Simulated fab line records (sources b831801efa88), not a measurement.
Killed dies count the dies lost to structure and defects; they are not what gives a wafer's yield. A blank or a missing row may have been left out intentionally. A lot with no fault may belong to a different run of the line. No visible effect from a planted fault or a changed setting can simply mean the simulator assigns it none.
Which tool did it? + flow gf180mcu + 39 wafers from 13 lots sampled at 6 of the route's 602 steps

## WHAT THE GAUGES SHOWED, per wafer
GF_STI_BOW_MEAS_00.
| lot  | measured    | on           | INCOMING_BOW (um) |
|------|-------------|--------------|-------------------|
| L999 | day 1 10:01 | filmMetro-04 | -1 3 9            |
| L100 | day 1 15:00 | filmMetro-04 | -1 -12 -12        |
| L101 | day 1 20:04 | filmMetro-04 | 4 -4 1            |
| L102 | day 2 01:04 | filmMetro-04 | -2 -4 0           |
| L103 | day 2 06:00 | filmMetro-04 | -1 6 -6           |
| L104 | day 2 11:01 | filmMetro-01 | -3 1 0            |
| L105 | day 2 16:00 | filmMetro-04 | 17 9 0            |
| L106 | day 2 21:02 | filmMetro-01 | 5 11 5            |
| L107 | day 3 02:01 | filmMetro-04 | 1 5 2             |
| L108 | day 3 07:00 | filmMetro-04 | 0 9 -1            |
| L115 | day 4 18:04 | filmMetro-02 | 1 6 -5            |
| L116 | day 4 23:02 | filmMetro-02 | -5 -4 -4          |
| L117 | day 5 04:00 | filmMetro-04 | -4 -2 -1          |

GF_NWELL_TW_MEAS_11.
| lot  | measured    | on           | NWELL_TW       |
|------|-------------|--------------|----------------|
| L999 | day 3 08:18 | filmMetro-04 | 1567 1571 1586 |
| L100 | day 3 13:51 | filmMetro-03 | 1572 1571 1581 |
| L101 | day 3 20:39 | filmMetro-01 | 1562 1572 1559 |
| L102 | day 3 23:45 | filmMetro-04 | 1572 1572 1575 |
| L103 | day 4 04:44 | filmMetro-04 | 1576 1577 1576 |
| L104 | day 4 09:09 | filmMetro-03 | 1583 1585 1592 |
| L105 | day 4 17:35 | filmMetro-03 | 1584 1595 1591 |
| L106 | day 5 00:25 | filmMetro-03 | 1591 1599 1587 |
| L107 | day 5 03:42 | filmMetro-04 | 1558 1572 1563 |
| L108 | day 5 07:30 | filmMetro-03 | 1588 1591 1592 |
| L115 | day 7 00:52 | filmMetro-04 | 2437 2443 2427 |
| L116 | day 7 06:49 | filmMetro-04 | 2424 2426 2420 |
| L117 | day 7 11:53 | filmMetro-03 | 2417 2424 2409 |

GF_VT_IMPLANT_OVL_MEAS_29.
| lot  | measured     | on         | VT_IMPLANT_02_OVL (nm) |
|------|--------------|------------|------------------------|
| L999 | day 6 21:53  | overlay-01 | -1.3 -0.7 -1.6         |
| L100 | day 7 04:16  | overlay-02 | -1.1 0.5 1.0           |
| L101 | day 7 11:46  | overlay-02 | 0.4 0.2 0.5            |
| L102 | day 7 16:55  | overlay-02 | 0.4 2.7 2.2            |
| L103 | day 7 23:58  | overlay-02 | -0.6 -0.4 -0.1         |
| L104 | day 8 04:26  | overlay-02 | 1.6 0.6 0.3            |
| L105 | day 8 15:50  | overlay-01 | -0.2 -0.9 0.9          |
| L106 | day 8 20:23  | overlay-02 | 0.9 1.4 1.4            |
| L107 | day 9 03:22  | overlay-01 | 0.6 -0.1 0.4           |
| L108 | day 9 07:37  | overlay-01 | 1.6 0.9 0.9            |
| L115 | day 11 08:02 | overlay-01 | 0.3 -1.2 -0.3          |
| L116 | day 11 12:10 | overlay-02 | 0.5 -1.2 0.9           |
| L117 | day 11 19:25 | overlay-01 | -0.3 -0.6 1.6          |

GF_VT_IMPLANT_OVL_MEAS_40.
| lot  | measured     | on         | VT_IMPLANT_03_OVL (nm) |
|------|--------------|------------|------------------------|
| L999 | day 7 13:32  | overlay-01 | -1.8 0.0 0.1           |
| L100 | day 7 20:14  | overlay-02 | -0.3 -1.6 -0.7         |
| L101 | day 8 03:44  | overlay-01 | -0.6 -0.3 -0.7         |
| L102 | day 8 10:04  | overlay-02 | -0.8 -0.3 -1.0         |
| L103 | day 8 16:40  | overlay-02 | -0.5 -0.2 0.0          |
| L104 | day 8 20:05  | overlay-01 | 1.6 -0.8 -0.8          |
| L105 | day 9 07:55  | overlay-01 | 0.5 0.4 -0.4           |
| L106 | day 9 14:01  | overlay-01 | 2.4 1.1 0.9            |
| L107 | day 9 20:53  | overlay-01 | 1.1 1.6 2.1            |
| L108 | day 10 00:02 | overlay-02 | 2.4 2.0 1.6            |
| L115 | day 12 03:02 | overlay-02 | -1.4 1.5 0.9           |
| L116 | day 12 07:13 | overlay-02 | 0.3 0.2 0.3            |
| L117 | day 12 14:20 | overlay-01 | 1.2 -0.1 2.2           |

GF_VT_IMPLANT_RS_MEAS_47: measurement is done with a four-point probe.
| lot  | measured     | on           | NWELL_RS (ohm/sq) |
|------|--------------|--------------|-------------------|
| L999 | day 7 14:13  | filmMetro-01 | 487.2 487.6 486.5 |
| L100 | day 7 20:50  | filmMetro-04 | 489.4 487.4 487.7 |
| L101 | day 8 04:23  | filmMetro-04 | 487.7 488.2 487.0 |
| L102 | day 8 10:44  | filmMetro-04 | 489.1 488.5 487.4 |
| L103 | day 8 17:17  | filmMetro-03 | 487.4 486.9 487.9 |
| L104 | day 8 20:42  | filmMetro-03 | 489.1 489.3 489.0 |
| L105 | day 9 08:32  | filmMetro-03 | 489.1 487.4 487.4 |
| L106 | day 9 14:40  | filmMetro-03 | 487.9 486.8 486.7 |
| L107 | day 9 21:31  | filmMetro-04 | 486.8 486.0 487.7 |
| L108 | day 10 00:38 | filmMetro-03 | 486.8 487.8 488.0 |
| L115 | day 12 03:42 | filmMetro-01 | - - -             |
| L116 | day 12 07:52 | filmMetro-01 | - - -             |
| L117 | day 12 14:57 | filmMetro-03 | - - -             |

## EACH LOT AND THE TOOL THAT RAN IT (in order: tool; ch and the chambers of the sampled wafers; start)
| lot  | GF_NWELL_IMPLANT_08            |
|------|--------------------------------|
| L999 | implanter-04 ch 0, day 3 07:55 |
| L100 | implanter-03 ch 0, day 3 13:27 |
| L101 | implanter-04 ch 0, day 3 20:17 |
| L102 | implanter-03 ch 0, day 3 23:23 |
| L103 | implanter-04 ch 0, day 4 04:20 |
| L104 | implanter-04 ch 0, day 4 08:45 |
| L105 | implanter-03 ch 0, day 4 17:11 |
| L106 | implanter-01 ch 0, day 5 00:02 |
| L107 | implanter-03 ch 0, day 5 03:19 |
| L108 | implanter-04 ch 0, day 5 07:06 |
| L115 | implanter-01 ch 0, day 7 00:31 |
| L116 | implanter-04 ch 0, day 7 06:26 |
| L117 | implanter-04 ch 0, day 7 11:29 |
- GF_NWELL_IMPLANT_08

## AS READ BY THE TOOLS THEMSELVES (means over the sampled wafers that have a number; for cases with no such wafer, the mark the record gives instead)
GF_NWELL_IMPLANT_08.
| lot  | tool         | faradayCurrentUA |
|------|--------------|------------------|
| L999 | implanter-04 | 84.6             |
| L100 | implanter-03 | 86.2             |
| L101 | implanter-04 | 84.3             |
| L102 | implanter-03 | 85.9             |
| L103 | implanter-04 | 85.5             |
| L104 | implanter-04 | 82.2             |
| L105 | implanter-03 | 83.7             |
| L106 | implanter-01 | 84.5             |
| L107 | implanter-03 | 83.8             |
| L108 | implanter-04 | 85.2             |
| L115 | implanter-01 | 84.9             |
| L116 | implanter-04 | 86.6             |
| L117 | implanter-04 | 82.9             |

## THE ANSWER, worked out from the rows above alone
Rule: the lots themselves supply what counts as usual. The widest of any qualifying gaps counts: lots, ordered by their means at a reading, are off when they make up no more than a third of the lots, leave a main group of 4 or more, and stand apart from it by 3 or more times the standard deviation of that group's means. Not used: any main group whose means are identical at the precision the tables above print for the reading. A lot without any number at a reading at which 4 lots or more have one is off too. The other lots that the step has rows for count as sound. After the gauges, taken in route order, come the tools' own readings; for these a lot's mean is taken, as printed above. At the first step where some lot is off, the reading lying furthest off is the one used; lots without a number count as furthest.
Off: L115, L116, L117, seen at GF_NWELL_TW_MEAS_11 (NWELL_TW). The main group has a mean of 1579 with a standard deviation of 10.
If a tool, at a process step before that reading, ran all the lots that are off and no sound lot after the first of them, it fits. Gauges at GF_NWELL_TW_MEAS_11: tried the same way as those tools. Not one of the candidates tried fits.

## WHAT THE SIMULATOR HAD INSERTED
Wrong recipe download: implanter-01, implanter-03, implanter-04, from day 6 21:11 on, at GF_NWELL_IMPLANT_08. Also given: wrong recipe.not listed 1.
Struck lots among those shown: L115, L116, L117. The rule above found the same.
